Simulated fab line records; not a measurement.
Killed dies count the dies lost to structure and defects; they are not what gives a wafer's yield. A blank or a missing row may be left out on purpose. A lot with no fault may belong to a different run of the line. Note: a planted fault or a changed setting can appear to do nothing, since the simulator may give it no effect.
Check for tools in common -- flow gf180mcu -- Sample size 13 lots and 45 wafers

## REASON FOR OPENING
At GF_VT_IMPLANT_RS_MEAS_47 the reading NWELL_RS is flagged on 2 of 13 lots. No-fault wafers: 487.1 ohm/sq, standard deviation 1.5.
Rule: flag the lot when none of its wafers has a number, or when each of its wafers that has one lies beyond 4 standard deviations from that mean. The rest of the lots are taken to be sound.

lot,measured,on,"NWELL_RS (ohm/sq), wafer by wafer",flag
L801,day 7 16:54,filmMetro-02,488.0 487.6 488.1,
L803,day 8 04:22,filmMetro-02,487.7 487.0 488.0,
L804,day 8 09:55,filmMetro-04,487.9 486.6 487.3,
L807,day 9 03:11,filmMetro-02,485.3 487.3 486.1,
L810,day 9 23:04,filmMetro-01,498.3 498.8 498.5 498.2 498.5 498.5,FLAGGED
L811,day 10 10:19,filmMetro-04,499.0 501.2 501.1 500.2 500.5 502.2,FLAGGED
L813,day 10 23:04,filmMetro-02,488.2 487.4 487.3,
L816,day 11 17:59,filmMetro-01,485.7 486.9 486.8,
L817,day 12 02:35,filmMetro-02,489.2 487.5 488.2,
L818,day 12 09:52,filmMetro-02,487.4 487.0 486.1,
L820,day 13 01:29,filmMetro-01,485.8 485.6 486.9,
L821,day 13 07:37,filmMetro-01,486.6 486.4 487.7,
L824,day 14 02:32,filmMetro-02,486.5 488.1 488.1,
Average over the flagged lots: 499.6 ohm/sq; offset from the usual +12.5 ohm/sq, equal to +8 standard deviations.

## LOT BY LOT: THE TOOL USED
The record holds 1 process step before the reading, out of a route of 602 steps. Every cell lists first the tool, next ch and the chambers used by the sampled wafers, and last the start.
lot,flag,GF_NWELL_IMPLANT_08
L801,,"implanter-04 ch 0, day 3 10:37"
L803,,"implanter-01 ch 0, day 3 18:58"
L804,,"implanter-02 ch 0, day 3 23:10"
L807,,"implanter-02 ch 0, day 4 14:50"
L810,FLAGGED,"implanter-04 ch 0, day 5 07:17"
L811,FLAGGED,"implanter-04 ch 0, day 5 14:52"
L813,,"implanter-01 ch 0, day 6 01:04"
L816,,"implanter-01 ch 0, day 6 15:57"
L817,,"implanter-01 ch 0, day 6 21:39"
L818,,"implanter-01 ch 0, day 7 03:52"
L820,,"implanter-01 ch 0, day 7 16:36"
L821,,"implanter-01 ch 0, day 7 21:52"
L824,,"implanter-02 ch 0, day 8 14:35"
What the steps here do:
- GF_NWELL_IMPLANT_08
- GF_VT_IMPLANT_RS_MEAS_47: measures by four-point-probe.

## FLAGGED AGAINST TOTAL, ONE TOOL AT A TIME (gauges that did the reading follow at the end)
step,tool,lots run,flagged,share of the flagged lots,sound lots run after its first flagged lot
GF_NWELL_IMPLANT_08,implanter-01,7,0,none,-
GF_NWELL_IMPLANT_08,implanter-02,3,0,none,-
GF_NWELL_IMPLANT_08,implanter-04,3,2,all,0
GF_VT_IMPLANT_RS_MEAS_47,filmMetro-01,4,1,some,"3 (L816,L820,L821)"
GF_VT_IMPLANT_RS_MEAS_47,filmMetro-02,7,0,none,-
GF_VT_IMPLANT_RS_MEAS_47,filmMetro-04,2,1,some,0

## WHAT IS ALLOWED BY THE TABLE
All flagged lots share 1 row of the table, namely implanter-04 at GF_NWELL_IMPLANT_08.
- implanter-04 at GF_NWELL_IMPLANT_08 ran 3 lots, 2 of them flagged. Last sound lot L801 at day 3 10:37, first flagged lot L810 at day 5 07:17; a fault beginning in between fits. Its own readings lie more than 4 standard deviations out on every wafer of the flagged lots: beamEnergyKeV.
One tool is left: implanter-04 at GF_NWELL_IMPLANT_08.

## WHAT HAD BEEN PUT IN BY THE SIMULATOR
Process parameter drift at GF_NWELL_IMPLANT_08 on implanter-04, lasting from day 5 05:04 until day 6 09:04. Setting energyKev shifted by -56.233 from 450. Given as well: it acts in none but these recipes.
Shown lots that were struck: L810, L811. The rule given above showed the same thing.
